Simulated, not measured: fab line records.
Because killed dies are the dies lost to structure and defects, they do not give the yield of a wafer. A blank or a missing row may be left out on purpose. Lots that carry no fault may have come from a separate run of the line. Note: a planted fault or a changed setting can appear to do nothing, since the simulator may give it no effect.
fab line records	flow sky130
record lots=7	wafers=21	last_day=50
route steps=708 shown VT_ADJUST_NCORE@129 VT_ADJUST_HVTR@131 VT_ADJUST_PCH@143 SONOS_TUNNEL@154
lots that met no fault: taken from a fault-free run of the same line
start_h: hours from the record's first day to the start of the lot's first wafer shown	wait_h: hours elapsed since this lot's preceding step	" identical to the entry in the row above	L1.1+2: several wafers, shown together as one row	- no value present, or no start provided	* or withheld: withheld	< > ~ a bound
route shown NAME@n: NAME is a module with steps in the file, n the number in the route of the first one	usual: average and standard deviation across the fault-free wafers	same: alike in all rows	chamber/n: place in a boat	sites: the reading at each site	_std_site: standard deviation across them	_edge_site: inner sites' mean taken away from outer sites' mean	radius_mm: for every site, how far away it sits from the centre of the wafer	mask NAME#n: copy n	behind: the most recent tool/chamber to have shaped the wafer	hold: why the lot went on hold/how many hours it stayed there/how the hold came to an end	device: transistor that didn't switch, given as n, p or np	end of line: at the end of the route, the tests of the same wafers	a step given without rows: its recipe and nothing more	killed: dies that structure and defects cost at the first sort, which is not the same as the wafer's yield	map: shows each die of a wafer: x if killed, . if not, _ if none is there
set.NAME: the setting that was run; set.NAME@STEP: the one run at that earlier step	model.NAME: the simulator's own value behind a step, which no gauge read
a table for each step, a row for each wafer; lots at some steps of the route
services: when a tool's chamber went out of use (start_h, in hours from the record's first day, below 0 if earlier), for how many hours, and the reason
## steps
# step SKY_VT_ADJUST_NCORE_STRIP_10
# recipe chemistry=O2/N2	power_w=1400	pressure_mtorr=1500	platen_temp_c=withheld	o2_flow_sccm=3000	n2_flow_sccm=300	overash_fraction=0.5
# usual chamber_pressure_mTorr=1499.8/1.3	drypump_motor_current_A=5.80/0.19	oes_product_au=0.716/0.0043	strip_time_to_endpoint_s=14.15/0.045
# same overash_fraction=0.5
lot.wafer	tool	chamber	start_h	wait_h	chamber_pressure_mTorr	drypump_motor_current_A	oes_product_au	rf_hours_counter_h	strip_time_to_endpoint_s
L691.1	plasma_asher-02	0	222.62	0.1	1499.9	5.54	0.709	6	14.17
L691.5	"	0	"	"	1499.2	5.55	0.712	-	14.21
L691.6	"	1	"	"	1501.3	5.85	0.706	-	14.17
L701.1	plasma_asher-03	0	282.24	0.1	1498.4	5.60	0.722	63	14.18
L701.2	"	1	"	"	1497.9	5.74	0.710	63	14.21
L701.4	"	0	"	"	1501.6	5.62	0.721	-	14.18
L702.3	plasma_asher-04	1	290.72	0.1	1498.6	6.16	0.717	-	14.12
L702.5	"	1	"	"	1496.9	6.14	0.710	-	14.13
L702.6	"	0	"	"	1499.8	5.85	0.708	-	14.07
L703.2	plasma_asher-03	0	298.78	0.1	1500.3	5.64	0.717	65	14.21
L703.4	"	1	"	"	1500.3	5.75	0.721	-	14.10
L703.5	"	1	"	"	1498.6	5.74	0.720	-	14.16
L707.1	plasma_asher-03	1	332.27	0.1	1499.1	5.73	0.719	68	14.17
L707.5	"	0	"	"	1499.0	5.61	0.714	-	14.13
L707.6	"	1	"	"	1501.6	5.74	0.720	-	14.17
L708.1	plasma_asher-03	1	343.42	0.1	1499.2	5.74	0.719	69	14.24
L708.3	"	1	"	"	1500.5	5.73	0.713	-	14.22
L708.6	"	1	"	"	1499.3	5.75	0.717	-	14.22
L710.1	plasma_asher-02	1	347.77	0.1	1500.1	5.86	0.712	18	14.28
L710.3	"	0	"	"	1499.8	5.58	0.718	-	14.25
L710.4	"	1	"	"	1499.7	5.84	0.719	-	14.24
# step SKY_VT_ADJUST_NCORE_TW_MEAS_11
# usual VT_ADJUST_NCORE_TW=220.1/1.6
lot.wafer	tool	chamber	start_h	wait_h	VT_ADJUST_NCORE_TW
L691.1	film_metro-02	-	222.72	0.1	220.6
L691.5	"	-	"	"	220.6
L691.6	"	-	"	"	220.8
L701.1	film_metro-04	-	282.34	0.1	218.1
L701.2	"	-	"	"	218.5
L701.4	"	-	"	"	217.9
L702.3	film_metro-03	-	290.81	0.1	220.2
L702.5	"	-	"	"	220.5
L702.6	"	-	"	"	221.5
L703.2	film_metro-04	-	298.89	0.1	217.6
L703.4	"	-	"	"	217.7
L703.5	"	-	"	"	218.9
L707.1	film_metro-03	-	332.37	0.1	221.6
L707.5	"	-	"	"	221.6
L707.6	"	-	"	"	220.5
L708.1	film_metro-03	-	343.52	0.1	222.3
L708.3	"	-	"	"	222.1
L708.6	"	-	"	"	221.4
L710.1	film_metro-02	-	347.87	0.1	220.6
L710.3	"	-	"	"	221.4
L710.4	"	-	"	"	221.4
# step SKY_VT_ADJUST_HVTR_DEHYDRATE_00
# recipe temp_c=200	time_s=60
# step SKY_VT_ADJUST_HVTR_HMDS_01
# recipe prime_time_s=60	prime_temp_c=120
# step SKY_VT_ADJUST_HVTR_COAT_02
# recipe resist=NOVOLAK	spin_rpm=3000	resist_thk_nm=1156
# step SKY_VT_ADJUST_HVTR_SOFTBAKE_03
# recipe temp_c=90	time_s=60	resist=NOVOLAK
# step SKY_VT_ADJUST_HVTR_EXPOSE_04
# recipe mask_id=HVTRM	target_cd_nm=380	na=0.6	source_shape=conventional	sigma_outer=0.6	dose_mj=150
# step SKY_VT_ADJUST_HVTR_PEB_05
# recipe temp_c=withheld	time_s=*	resist=NOVOLAK
# step SKY_VT_ADJUST_HVTR_DEVELOP_06
# recipe develop_time_s=60	dev_temp_c=23
# step SKY_VT_ADJUST_HVTR_CD_MEAS_07
# recipe target_cd_nm=380
# usual cd_nm=380.5/2.4
lot.wafer	tool	chamber	start_h	wait_h	cd_nm
L691.1	cd_sem-01	-	245.32	0.1	378.8
L691.5	"	-	"	"	375.6
L691.6	"	-	"	"	380.8
L701.1	cd_sem-02	-	307.38	0.1	382.4
L701.2	"	-	"	"	383.1
L701.4	"	-	"	"	380.3
L702.3	cd_sem-01	-	316.12	0.1	384.0
L702.5	"	-	"	"	383.0
L702.6	"	-	"	"	384.6
L703.2	cd_sem-02	-	323.79	0.1	382.2
L703.4	"	-	"	"	383.2
L703.5	"	-	"	"	382.0
L707.1	cd_sem-01	-	359.73	0.1	388.7
L707.5	"	-	"	"	383.3
L707.6	"	-	"	"	385.6
L708.1	cd_sem-02	-	369.93	0.1	380.2
L708.3	"	-	"	"	379.8
L708.6	"	-	"	"	382.1
L710.1	cd_sem-02	-	375.23	0.1	381.6
L710.3	"	-	"	"	382.3
L710.4	"	-	"	"	379.8
# step SKY_VT_ADJUST_HVTR_OVL_MEAS_08
# usual VT_ADJUST_HVTR_OVL=-0.6/1.5
lot.wafer	tool	chamber	start_h	wait_h	VT_ADJUST_HVTR_OVL[nm]
L691.1	overlay-01	-	245.44	0.1	-0.6
L691.5	"	-	"	"	-0.6
L691.6	"	-	"	"	-0.5
L701.1	overlay-02	-	307.50	0.1	-0.6
L701.2	"	-	"	"	-0.4
L701.4	"	-	"	"	1.3
L702.3	overlay-02	-	316.21	0.1	-0.3
L702.5	"	-	"	"	-0.7
L702.6	"	-	"	"	-3.0
L703.2	overlay-02	-	323.89	0.1	-1.4
L703.4	"	-	"	"	-1.0
L703.5	"	-	"	"	-1.8
L707.1	overlay-02	-	359.85	0.1	0.3
L707.5	"	-	"	"	0.3
L707.6	"	-	"	"	-0.7
L708.1	overlay-02	-	370.05	0.1	1.0
L708.3	"	-	"	"	-0.7
L708.6	"	-	"	"	1.5
L710.1	overlay-01	-	375.35	0.1	1.3
L710.3	"	-	"	"	0.6
L710.4	"	-	"	"	-0.9
# step SKY_VT_ADJUST_HVTR_IMPLANT_09
# recipe species=B	energy_kev=10	dose_cm2=2.1e+12	tilt_deg=withheld
# step SKY_VT_ADJUST_HVTR_STRIP_10
# recipe chemistry=O2/N2	power_w=1400	pressure_mtorr=1500	platen_temp_c=withheld	o2_flow_sccm=3000	n2_flow_sccm=300	overash_fraction=0.5
# usual chamber_pressure_mTorr=1500.0/1.4	drypump_motor_current_A=5.57/0.26	oes_product_au=0.716/0.0046	overash_fraction=0.5/0	strip_time_to_endpoint_s=14.34/0.047
lot.wafer	tool	chamber	start_h	wait_h	chamber_pressure_mTorr	drypump_motor_current_A	oes_product_au	overash_fraction	rf_hours_counter_h	strip_time_to_endpoint_s	model.NOVOLAK_of_VT_ADJUST_HVTR_COAT_02.thk_nm
L691.1	plasma_asher-01	1	245.62	0.1	1499.0	5.09	0.717	0.5	46	14.32	0
L691.5	"	1	"	"	1497.7	5.10	0.713	0.5	-	14.29	0
L691.6	"	0	"	"	1498.5	5.73	0.715	0.5	-	14.30	0
L701.1	plasma_asher-01	1	307.68	0.1	-	-	-	-	-	-	1163
L701.2	"	0	"	"	-	-	-	-	-	-	1166
L701.4	"	1	"	"	-	-	-	-	-	-	1164
L702.3	plasma_asher-01	1	316.42	0.1	-	-	-	-	-	-	1156
L702.5	"	1	"	"	-	-	-	-	-	-	1159
L702.6	"	0	"	"	-	-	-	-	-	-	1158
L703.2	plasma_asher-03	0	324.07	0.1	-	-	-	-	-	-	1156
L703.4	"	1	"	"	-	-	-	-	-	-	1156
L703.5	"	0	"	"	-	-	-	-	-	-	1157
L707.1	plasma_asher-03	0	360.03	0.1	1499.6	5.63	0.723	0.5	71	14.40	0
L707.5	"	0	"	"	1499.6	5.64	0.715	0.5	-	14.40	0
L707.6	"	1	"	"	1499.7	5.72	0.720	0.5	-	14.37	0
L708.1	plasma_asher-01	1	370.23	0.1	1500.1	5.14	0.721	0.5	58	14.30	0
L708.3	"	1	"	"	1500.5	5.13	0.709	0.5	-	14.33	0
L708.6	"	1	"	"	1499.3	5.11	0.721	0.5	-	14.33	0
L710.1	plasma_asher-02	1	375.54	0.1	1500.8	5.85	0.725	0.5	20	14.33	0
L710.3	"	1	"	"	1499.4	5.85	0.711	0.5	-	14.38	0
L710.4	"	0	"	"	1499.9	5.53	0.712	0.5	-	14.34	0
# step SKY_VT_ADJUST_HVTR_TW_MEAS_11
# usual VT_ADJUST_HVTR_TW=211.7/1.7
lot.wafer	tool	chamber	start_h	wait_h	VT_ADJUST_HVTR_TW
L691.1	film_metro-03	-	245.78	0.1	213.1
L691.5	"	-	"	"	212.6
L691.6	"	-	"	"	212.6
L701.1	film_metro-01	-	307.78	0.1	209.9
L701.2	"	-	"	"	210.3
L701.4	"	-	"	"	209.5
L702.3	film_metro-01	-	316.50	0.1	210.6
L702.5	"	-	"	"	208.9
L702.6	"	-	"	"	210.5
L703.2	film_metro-01	-	324.18	0.1	209.2
L703.4	"	-	"	"	210.0
L703.5	"	-	"	"	209.9
L707.1	film_metro-03	-	360.13	0.1	212.5
L707.5	"	-	"	"	213.0
L707.6	"	-	"	"	214.0
L708.1	film_metro-01	-	370.33	0.1	211.1
L708.3	"	-	"	"	212.0
L708.6	"	-	"	"	211.4
L710.1	film_metro-02	-	375.64	0.1	213.5
L710.3	"	-	"	"	212.5
L710.4	"	-	"	"	212.9
# step SKY_VT_ADJUST_PCH_DEHYDRATE_00
# recipe temp_c=200	time_s=60
# step SKY_VT_ADJUST_PCH_HMDS_01
# recipe prime_time_s=60	prime_temp_c=120
# step SKY_VT_ADJUST_PCH_COAT_02
# recipe spin_rpm=2000	resist_thk_nm=3000
# step SKY_VT_ADJUST_PCH_SOFTBAKE_03
# recipe temp_c=110	time_s=withheld
# step SKY_VT_ADJUST_PCH_EXPOSE_04
# recipe mask_id=NWM	na=0.6	source_shape=conventional	sigma_outer=0.6	polarization=unpolarized	target_cd_nm=840	dose_mj=255
# step SKY_VT_ADJUST_PCH_PEB_05
# recipe temp_c=115	time_s=withheld
# step SKY_VT_ADJUST_PCH_DEVELOP_06
# recipe wall_angle_deg=90	developer=TMAH	develop_time_s=60	dev_temp_c=23
# step SKY_VT_ADJUST_PCH_OVL_MEAS_07
# usual VT_ADJUST_PCH_OVL=0.9/1.5
lot.wafer	tool	chamber	start_h	wait_h	VT_ADJUST_PCH_OVL[nm]
L691.1	overlay-02	-	269.22	-	0.7
L691.5	"	-	"	"	-1.8
L691.6	"	-	"	"	1.0
L701.1	overlay-01	-	333.83	-	4.0
L701.2	"	-	"	"	0.7
L701.4	"	-	"	"	1.2
L702.3	overlay-02	-	343.19	-	1.6
L702.5	"	-	"	"	1.8
L702.6	"	-	"	"	3.0
L703.2	overlay-02	-	350.83	-	1.5
L703.4	"	-	"	"	3.3
L703.5	"	-	"	"	3.7
L707.1	overlay-01	-	388.73	-	3.0
L707.5	"	-	"	"	2.2
L707.6	"	-	"	"	1.2
L708.1	overlay-02	-	398.22	-	0.3
L708.3	"	-	"	"	0.9
L708.6	"	-	"	"	0.3
L710.1	overlay-01	-	404.02	-	3.1
L710.3	"	-	"	"	4.4
L710.4	"	-	"	"	1.5
# step SKY_VT_ADJUST_PCH_IMPLANT_08
# recipe species=B	energy_kev=9.934	dose_cm2=5e+11	tilt_deg=withheld
# step SKY_VT_ADJUST_PCH_STRIP_09
# recipe chemistry=O2/N2	power_w=1400	pressure_mtorr=1500	platen_temp_c=withheld	o2_flow_sccm=3000	n2_flow_sccm=300	overash_fraction=0.5
# usual chamber_pressure_mTorr=1499.8/1.5	drypump_motor_current_A=5.7/0.31	oes_product_au=0.722/0.005	strip_time_to_endpoint_s=36.95/0.1
# same overash_fraction=0.5
lot.wafer	tool	chamber	start_h	wait_h	chamber_pressure_mTorr	drypump_motor_current_A	oes_product_au	rf_hours_counter_h	strip_time_to_endpoint_s
L691.1	plasma_asher-01	1	269.40	0.1	1499.3	5.1	0.718	48	36.96
L691.5	"	0	"	"	1499.4	5.7	0.726	-	37.00
L691.6	"	1	"	"	1503.0	5.1	0.718	-	36.91
L701.1	plasma_asher-02	0	334.01	0.1	1499.8	5.6	0.738	17	54.09
L701.2	"	1	"	"	1500.6	5.9	0.727	17	54.13
L701.4	"	0	"	"	1499.2	5.6	0.727	-	54.15
L702.3	plasma_asher-02	0	343.40	0.1	1499.3	5.5	0.738	-	54.06
L702.5	"	0	"	"	1496.6	5.6	0.726	-	54.01
L702.6	"	1	"	"	1497.9	5.8	0.725	-	54.10
L703.2	plasma_asher-02	1	351.01	0.1	1500.4	5.8	0.734	18	53.96
L703.4	"	0	"	"	1499.8	5.5	0.731	-	54.01
L703.5	"	1	"	"	1499.9	5.9	0.728	-	53.90
L707.1	plasma_asher-01	1	388.91	0.1	1499.5	5.1	0.729	60	36.99
L707.5	"	0	"	"	1499.4	5.7	0.722	-	36.88
L707.6	"	1	"	"	1501.0	5.1	0.716	-	36.91
L708.1	plasma_asher-01	0	398.40	0.1	1499.3	5.7	0.728	61	36.89
L708.3	"	1	"	"	1498.3	5.1	0.725	-	37.07
L708.6	"	0	"	"	1500.9	5.7	0.729	-	36.91
L710.1	plasma_asher-02	0	404.20	0.1	1500.3	5.6	0.714	23	36.98
L710.3	"	0	"	"	1500.6	5.5	0.726	-	36.98
L710.4	"	1	"	"	1500.4	5.8	0.714	-	36.84
# step SKY_VT_ADJUST_PCH_TW_MEAS_10
# usual VT_ADJUST_PCH_TW=142.5/1
lot.wafer	tool	chamber	start_h	wait_h	VT_ADJUST_PCH_TW
L691.1	film_metro-01	-	269.50	0.1	142.1
L691.5	"	-	"	"	142.3
L691.6	"	-	"	"	141.1
L701.1	film_metro-04	-	334.11	0.1	30.0
L701.2	"	-	"	"	29.8
L701.4	"	-	"	"	30.0
L702.3	film_metro-01	-	343.48	0.1	29.9
L702.5	"	-	"	"	29.8
L702.6	"	-	"	"	29.8
L703.2	film_metro-01	-	351.12	0.1	29.9
L703.4	"	-	"	"	29.8
L703.5	"	-	"	"	29.8
L707.1	film_metro-01	-	389.01	0.1	142.1
L707.5	"	-	"	"	142.4
L707.6	"	-	"	"	142.5
L708.1	film_metro-02	-	398.50	0.1	143.7
L708.3	"	-	"	"	144.1
L708.6	"	-	"	"	144.2
L710.1	film_metro-01	-	404.30	0.1	141.5
L710.3	"	-	"	"	143.0
L710.4	"	-	"	"	141.7
# step SKY_SONOS_TUNNEL_DEHYDRATE_00
# recipe temp_c=200	time_s=60
## services
tool	chamber	start_h	hours	kind
plasma_asher-04	-	212.44	14.6	pm
plasma_asher-02	-	262.62	1.3	repair
plasma_asher-04	-	344.96	1.2	repair
plasma_asher-02	-	346.46	0.3	repair
plasma_asher-02	-	376.71	1.2	repair
plasma_asher-01	-	401.66	2.2	repair
## key
first_sign step=SKY_VT_ADJUST_HVTR_STRIP_10	reading=tool_record	direction=missing
effect step=SKY_VT_ADJUST_PCH_STRIP_09	reading=strip_time_to_endpoint_s	direction=up	sigmas=99+	usual=*	struck=*
effect step=SKY_VT_ADJUST_PCH_TW_MEAS_10	reading=VT_ADJUST_PCH_TW	direction=down	sigmas=99+	usual=142.5	struck=29.9
model_effect step=SKY_VT_ADJUST_HVTR_STRIP_10	value=NOVOLAK_of_VT_ADJUST_HVTR_COAT_02.thk_nm	without=0	struck=1159
met_at SKY_VT_ADJUST_HVTR_STRIP_10
struck_wafers L701.1,L701.2,L701.4,L702.3,L702.5,L702.6,L703.2,L703.4,L703.5
sort_left_out L701.1,L701.2,L701.4,L702.3,L702.5,L702.6,L703.2,L703.4,L703.5
tester_left_out L701,L702,L703
onset_between 245.62 307.68
fault kind=skipped_step_whole	tool=plasma_asher-01,plasma_asher-03	chamber=-	onset_h=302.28	steps=SKY_VT_ADJUST_HVTR_STRIP_10	scope=struck_lots_only
# tester_left_out: of these lots the tester's yield and bins aren't shown, on N5 and GAA mostly nor the transistor test; their killed dies are dies lost to structure and defects alone, not to doping, threshold or leakage, so they don't give the yield
# sort_left_out: the simulated sort isn't trusted on such a fault, so these wafers' sort isn't shown, and their yield isn't known
